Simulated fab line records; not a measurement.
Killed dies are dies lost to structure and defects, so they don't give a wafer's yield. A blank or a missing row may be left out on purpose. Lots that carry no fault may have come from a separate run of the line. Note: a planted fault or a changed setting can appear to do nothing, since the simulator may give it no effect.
What tool caused it? :: flow gf180mcu :: 15 lots with 45 wafers sampled at 4 steps, on a route of 602 steps

WHAT EACH GAUGE READ, for each wafer
GF_HV_LDD_OVL_MEAS_32. Usual: HV_LDD_02_OVL 0.7 nm, standard deviation 1.7.
lot: L375
measured: day 11 13:32
on: overlay-01
HV_LDD_02_OVL (nm): 0.4 3.7 0.5
flag: 

lot: L376
measured: day 11 19:43
on: overlay-02
HV_LDD_02_OVL (nm): 1.3 4.5 2.3
flag: 

lot: L378
measured: day 12 16:07
on: overlay-01
HV_LDD_02_OVL (nm): 0.4 2.6 0.5
flag: 

lot: L379
measured: day 12 22:00
on: overlay-02
HV_LDD_02_OVL (nm): 1.1 0.9 0.2
flag: 

lot: L383
measured: day 14 02:44
on: overlay-01
HV_LDD_02_OVL (nm): 0.0 0.2 -1.3
flag: 

lot: L384
measured: day 14 13:59
on: overlay-02
HV_LDD_02_OVL (nm): -1.7 0.9 -0.3
flag: 

lot: L386
measured: day 15 01:34
on: overlay-01
HV_LDD_02_OVL (nm): 2.8 3.5 3.1
flag: 

lot: L387
measured: day 15 11:07
on: overlay-01
HV_LDD_02_OVL (nm): -0.1 0.7 3.5
flag: 

lot: L390
measured: day 16 13:35
on: overlay-02
HV_LDD_02_OVL (nm): 0.5 0.0 -0.6
flag: 

lot: L391
measured: day 16 16:01
on: overlay-02
HV_LDD_02_OVL (nm): 1.2 1.0 1.1
flag: 

lot: L392
measured: day 16 22:52
on: overlay-01
HV_LDD_02_OVL (nm): 2.6 3.4 3.7
flag: 

lot: L393
measured: day 17 07:07
on: overlay-02
HV_LDD_02_OVL (nm): -3.6 -3.0 -2.0
flag: 

lot: L394
measured: day 17 18:11
on: overlay-02
HV_LDD_02_OVL (nm): -1.4 0.4 -0.7
flag: 

lot: L395
measured: day 18 02:14
on: overlay-01
HV_LDD_02_OVL (nm): 1.8 -0.3 0.6
flag: 

lot: L398
measured: day 19 04:58
on: overlay-02
HV_LDD_02_OVL (nm): 1.3 -0.7 0.2
flag: 

GF_NSD_CD_MEAS_07: the cd target is 400 nm. Usual: cd nm at 400 nm, with a standard deviation of 3.2.
lot: L375
measured: day 13 09:31
on: cd sem-01
cd nm (nm): 400 398 401
flag: 

lot: L376
measured: day 13 15:22
on: cd sem-01
cd nm (nm): 402 402 401
flag: 

lot: L378
measured: day 14 13:58
on: cd sem-02
cd nm (nm): 396 393 394
flag: 

lot: L379
measured: day 14 18:45
on: cd sem-02
cd nm (nm): 399 400 399
flag: 

lot: L383
measured: day 16 00:34
on: cd sem-01
cd nm (nm): 399 397 401
flag: 

lot: L384
measured: day 16 11:51
on: cd sem-02
cd nm (nm): 395 393 395
flag: 

lot: L386
measured: day 17 01:19
on: cd sem-01
cd nm (nm): 396 396 398
flag: 

lot: L387
measured: day 17 09:22
on: cd sem-01
cd nm (nm): 400 398 400
flag: 

lot: L390
measured: day 18 14:59
on: cd sem-01
cd nm (nm): 403 403 404
flag: 

lot: L391
measured: day 18 17:20
on: cd sem-01
cd nm (nm): 402 401 404
flag: 

lot: L392
measured: day 19 00:38
on: cd sem-01
cd nm (nm): 402 406 403
flag: 

lot: L393
measured: day 19 09:52
on: cd sem-01
cd nm (nm): - - -
flag: OFF

lot: L394
measured: day 19 20:31
on: cd sem-02
cd nm (nm): - - -
flag: OFF

lot: L395
measured: day 20 06:19
on: cd sem-01
cd nm (nm): - - -
flag: OFF

lot: L398
measured: day 21 09:55
on: cd sem-01
cd nm (nm): 399 401 399
flag: 

WHAT TOOL EACH LOT RAN ON (gives the tool, then ch and the chambers of the sampled wafers, and finally the start)
lot: L375
GF_HV_LDD_STRIP_10: plasma asher-01 ch 0,1, day 10 01:49
GF_NSD_EXPOSE_04: iline stepper-01 ch 0, day 12 23:45

lot: L376
GF_HV_LDD_STRIP_10: plasma asher-01 ch 0, day 10 06:25
GF_NSD_EXPOSE_04: iline stepper-02 ch 0, day 13 05:27

lot: L378
GF_HV_LDD_STRIP_10: plasma asher-01 ch 0,1, day 11 01:49
GF_NSD_EXPOSE_04: iline stepper-02 ch 0, day 14 03:29

lot: L379
GF_HV_LDD_STRIP_10: plasma asher-03 ch 0,1, day 11 07:25
GF_NSD_EXPOSE_04: iline stepper-02 ch 0, day 14 08:02

lot: L383
GF_HV_LDD_STRIP_10: plasma asher-03 ch 0, day 12 10:56
GF_NSD_EXPOSE_04: iline stepper-01 ch 0, day 15 14:05

lot: L384
GF_HV_LDD_STRIP_10: plasma asher-01 ch 1, day 12 20:56
GF_NSD_EXPOSE_04: iline stepper-01 ch 0, day 16 01:44

lot: L386
GF_HV_LDD_STRIP_10: plasma asher-02 ch 0,1, day 13 08:12
GF_NSD_EXPOSE_04: iline stepper-02 ch 0, day 16 14:11

lot: L387
GF_HV_LDD_STRIP_10: plasma asher-02 ch 0,1, day 13 16:43
GF_NSD_EXPOSE_04: iline stepper-01 ch 0, day 16 23:10

lot: L390
GF_HV_LDD_STRIP_10: plasma asher-01 ch 0,1, day 14 19:17
GF_NSD_EXPOSE_04: iline stepper-01 ch 0, day 18 03:51

lot: L391
GF_HV_LDD_STRIP_10: plasma asher-03 ch 0,1, day 14 21:39
GF_NSD_EXPOSE_04: iline stepper-02 ch 0, day 18 06:12

lot: L392
GF_HV_LDD_STRIP_10: plasma asher-01 ch 0,1, day 15 04:01
GF_NSD_EXPOSE_04: iline stepper-02 ch 0, day 18 12:43

lot: L393
GF_HV_LDD_STRIP_10: plasma asher-03 ch 0,1, day 15 12:30
GF_NSD_EXPOSE_04: iline stepper-01, day 18 22:08

lot: L394
GF_HV_LDD_STRIP_10: plasma asher-01 ch 0,1, day 15 22:02
GF_NSD_EXPOSE_04: iline stepper-02, day 19 09:18

lot: L395
GF_HV_LDD_STRIP_10: plasma asher-03 ch 0,1, day 16 05:05
GF_NSD_EXPOSE_04: iline stepper-02, day 19 19:01

lot: L398
GF_HV_LDD_STRIP_10: plasma asher-03 ch 0,1, day 17 05:55
GF_NSD_EXPOSE_04: iline stepper-02 ch 0, day 20 22:11
- GF_HV_LDD_STRIP_10: strips in O2/N2.
- GF_NSD_EXPOSE_04: exposes mask Nplus, target cd 400 nm.

AS READ BY THE TOOLS THEMSELVES (means over the sampled wafers that have a number; for cases with no such wafer, the mark the record gives instead)
GF_HV_LDD_STRIP_10. Usual: drypump motor current A 5.7 A, standard deviation 0.46; heater power w 306 W, standard deviation 19; oes product au 0.716 a.u., standard deviation 0.0042; strip time to endpoint s 12.63 s, standard deviation 0.032.
lot: L375
tool: plasma asher-01
drypump motor current A (A): 5.7
heater power w (W): 328
oes product au (a.u.): 0.718
strip time to endpoint s (s): 12.63
flag: 

lot: L376
tool: plasma asher-01
drypump motor current A (A): 6.6
heater power w (W): 305
oes product au (a.u.): 0.716
strip time to endpoint s (s): 12.57
flag: 

lot: L378
tool: plasma asher-01
drypump motor current A (A): 6.2
heater power w (W): 316
oes product au (a.u.): 0.716
strip time to endpoint s (s): 12.63
flag: 

lot: L379
tool: plasma asher-03
drypump motor current A (A): 5.5
heater power w (W): 302
oes product au (a.u.): 0.716
strip time to endpoint s (s): 12.60
flag: 

lot: L383
tool: plasma asher-03
drypump motor current A (A): 5.5
heater power w (W): 293
oes product au (a.u.): 0.717
strip time to endpoint s (s): 12.64
flag: 

lot: L384
tool: plasma asher-01
drypump motor current A (A): 5.2
heater power w (W): 336
oes product au (a.u.): 0.718
strip time to endpoint s (s): 12.59
flag: 

lot: L386
tool: plasma asher-02
drypump motor current A (A): 5.5
heater power w (W): 279
oes product au (a.u.): 0.714
strip time to endpoint s (s): 12.65
flag: 

lot: L387
tool: plasma asher-02
drypump motor current A (A): 5.4
heater power w (W): 291
oes product au (a.u.): 0.715
strip time to endpoint s (s): 12.65
flag: 

lot: L390
tool: plasma asher-01
drypump motor current A (A): 5.7
heater power w (W): 324
oes product au (a.u.): 0.715
strip time to endpoint s (s): 12.62
flag: 

lot: L391
tool: plasma asher-03
drypump motor current A (A): 5.6
heater power w (W): 293
oes product au (a.u.): 0.713
strip time to endpoint s (s): 12.68
flag: 

lot: L392
tool: plasma asher-01
drypump motor current A (A): 6.1
heater power w (W): 318
oes product au (a.u.): 0.712
strip time to endpoint s (s): 12.64
flag: 

lot: L393
tool: plasma asher-03
drypump motor current A (A): 5.5
heater power w (W): 294
oes product au (a.u.): 0.720
strip time to endpoint s (s): 12.65
flag: 

lot: L394
tool: plasma asher-01
drypump motor current A (A): 6.1
heater power w (W): 320
oes product au (a.u.): 0.715
strip time to endpoint s (s): 12.64
flag: 

lot: L395
tool: plasma asher-03
drypump motor current A (A): 5.6
heater power w (W): 294
oes product au (a.u.): 0.714
strip time to endpoint s (s): 12.65
flag: 

lot: L398
tool: plasma asher-03
drypump motor current A (A): 5.5
heater power w (W): 298
oes product au (a.u.): 0.715
strip time to endpoint s (s): 12.61
flag: 

GF_NSD_EXPOSE_04. Usual: exposure dose mJ cm2 139.90, standard deviation 0.15; focus offset nm 0.0 nm, standard deviation 0.51.
lot: L375
tool: iline stepper-01
exposure dose mJ cm2: 139.83
focus offset nm (nm): -0.5
flag: 

lot: L376
tool: iline stepper-02
exposure dose mJ cm2: 139.87
focus offset nm (nm): 0.2
flag: 

lot: L378
tool: iline stepper-02
exposure dose mJ cm2: 140.18
focus offset nm (nm): -0.6
flag: 

lot: L379
tool: iline stepper-02
exposure dose mJ cm2: 139.91
focus offset nm (nm): -0.0
flag: 

lot: L383
tool: iline stepper-01
exposure dose mJ cm2: 139.82
focus offset nm (nm): -0.2
flag: 

lot: L384
tool: iline stepper-01
exposure dose mJ cm2: 140.13
focus offset nm (nm): 0.1
flag: 

lot: L386
tool: iline stepper-02
exposure dose mJ cm2: 139.94
focus offset nm (nm): -0.1
flag: 

lot: L387
tool: iline stepper-01
exposure dose mJ cm2: 139.84
focus offset nm (nm): -0.4
flag: 

lot: L390
tool: iline stepper-01
exposure dose mJ cm2: 139.93
focus offset nm (nm): -0.9
flag: 

lot: L391
tool: iline stepper-02
exposure dose mJ cm2: 139.94
focus offset nm (nm): -0.5
flag: 

lot: L392
tool: iline stepper-02
exposure dose mJ cm2: 139.86
focus offset nm (nm): -0.1
flag: 

lot: L393
tool: iline stepper-01
exposure dose mJ cm2: -
focus offset nm (nm): -
flag: OFF

lot: L394
tool: iline stepper-02
exposure dose mJ cm2: -
focus offset nm (nm): -
flag: OFF

lot: L395
tool: iline stepper-02
exposure dose mJ cm2: -
focus offset nm (nm): -
flag: OFF

lot: L398
tool: iline stepper-02
exposure dose mJ cm2: 139.95
focus offset nm (nm): 0.6
flag: 

THE ANSWER, worked out from the rows above alone
Rule: a lot counts as off when the mean over its wafers that have a number is more than 3 standard deviations away from the usual mean. Also off: a lot with no number at a reading for which 4 or more lots have one. Any other lot the step has rows for is counted as sound. After the gauges, taken in route order, come the tools' own readings; for these a lot's mean is taken, as printed above. At the first step where some lot is off, the reading lying furthest off is the one used; lots without a number count as furthest.
Off, at GF_NSD_CD_MEAS_07 on cd nm: L393, L394, L395. Without a number there: L393, L394, L395.
If a tool, at a process step before that reading, ran all the lots that are off and no sound lot after the first of them, it fits. The gauges at GF_NSD_CD_MEAS_07 aren't tried: what is off there is off at GF_NSD_EXPOSE_04 too, on other tools, and a gauge's error can't cause that. Of those tried, none fits.

WHAT THE SIMULATOR PUT IN
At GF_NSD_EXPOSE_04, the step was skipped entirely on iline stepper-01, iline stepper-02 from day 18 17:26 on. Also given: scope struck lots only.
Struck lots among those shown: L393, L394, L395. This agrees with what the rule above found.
